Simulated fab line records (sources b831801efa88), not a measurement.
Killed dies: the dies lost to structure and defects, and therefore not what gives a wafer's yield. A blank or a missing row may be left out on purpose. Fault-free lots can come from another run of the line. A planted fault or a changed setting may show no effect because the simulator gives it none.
Comparing a struck lot with a sound one | flow sky130 | 15 out of 708 route steps
Sound: the wafers L483.2, L483.4, L483.6. The struck wafers were L477.1, L477.2, L477.4. At the end, the cause is stated.
Order at every step that has rows: each side's tool, ch and its chambers, its first start. Under that, the readings that differ: sound wafers | struck wafers | difference of the means | sigmas: that difference in standard deviations of wafers without a fault.
alike: readings whose means differ by less than 2 such deviations, and words and numbers that are the same on both sides. not compared: withheld readings, readings that some wafer has no value for, bounds like >300 that may hide the same value, and numbers for which the record gives no deviation and whose values overlap.
The two part at a step that has a row with sigmas, a row that says differs or no value, or rows on one side only. Non-overlapping numbers with no deviation appear without sigmas and do not part them. A reading that every wafer of one side lacks parts them only if that side has two wafers or more.

SKY_RES_XHIGH_TW_MEAS_09:
  struck on film metro-01, day 31 03:03; sound on film metro-02, day 32 03:49
  reading      | sound          | struck         | difference | sigmas
  RES_XHIGH_TW | 1693 1687 1687 | 1624 1616 1629 | -66        | -2
then, 7 steps without rows for these wafers: SKY_SD_N_DEHYDRATE_00 (time 60 s); SKY_SD_N_HMDS_01 (prime time 60 s); SKY_SD_N_COAT_02 (resist thk 1140 nm); SKY_SD_N_SOFTBAKE_03 (time 60 s); SKY_SD_N_EXPOSE_04 (exposes mask NSDM, target cd 380 nm); SKY_SD_N_PEB_05; SKY_SD_N_DEVELOP_06 (develop time 60 s).
SKY_SD_N_CD_MEAS_07 targets a cd of 380 nm.
  struck on cd sem-01, day 32 05:58; sound on cd sem-02, day 33 06:02
  alike: cd nm
SKY_SD_N_OVL_MEAS_08:
  struck on overlay-01, day 32 06:05; sound on overlay-01, day 33 06:08
  alike: SD_N_OVL
then, 2 steps without rows for these wafers: SKY_SD_N_IMPLANT_09; SKY_SD_N_IMPLANT_10.
SKY_SD_N_STRIP_11: strips in O2/N2.
  sound on plasma asher-03 ch 0,1, day 33 06:28; struck on plasma asher-04 ch 0,1, day 32 06:25
  no value came back on the struck wafers for chamber pressure mTorr (mTorr), drypump motor current A (A), oes product au (a.u.), strip time to endpoint s (s); on the sound wafers chamber pressure mTorr (mTorr) reads 1501.1 1499.8 1501.3
  reading                                   | sound | struck         | difference | sigmas
  model.NOVOLAK_of_SD_N_COAT_02.thk nm (nm) | 0 0 0 | 1138 1137 1136 | +1137      |
  not compared: rf hours counter h
SKY_SD_N_TW_MEAS_12:
  struck on film metro-02, day 32 06:31; sound on film metro-01, day 33 06:35
  reading | sound          | struck         | difference | sigmas
  SD_N_TW | 3954 3915 3933 | 4097 4121 4111 | +176       | +2
-- record jumps: 17 days separate the struck wafers' starts on either side; left off in module SD_N, taken up again in module PAD_OPEN, whose first shown step is the route's number 708 --
SKY_PAD_OPEN_PROBE_99:
  record: rows for the struck wafers here (prober-01, day 48 18:41), none for the sound ones

## WHERE THEY PART
Earliest at SKY_RES_XHIGH_TW_MEAS_09; latest, in this record, at SKY_PAD_OPEN_PROBE_99.

WHY: what the simulator had put in
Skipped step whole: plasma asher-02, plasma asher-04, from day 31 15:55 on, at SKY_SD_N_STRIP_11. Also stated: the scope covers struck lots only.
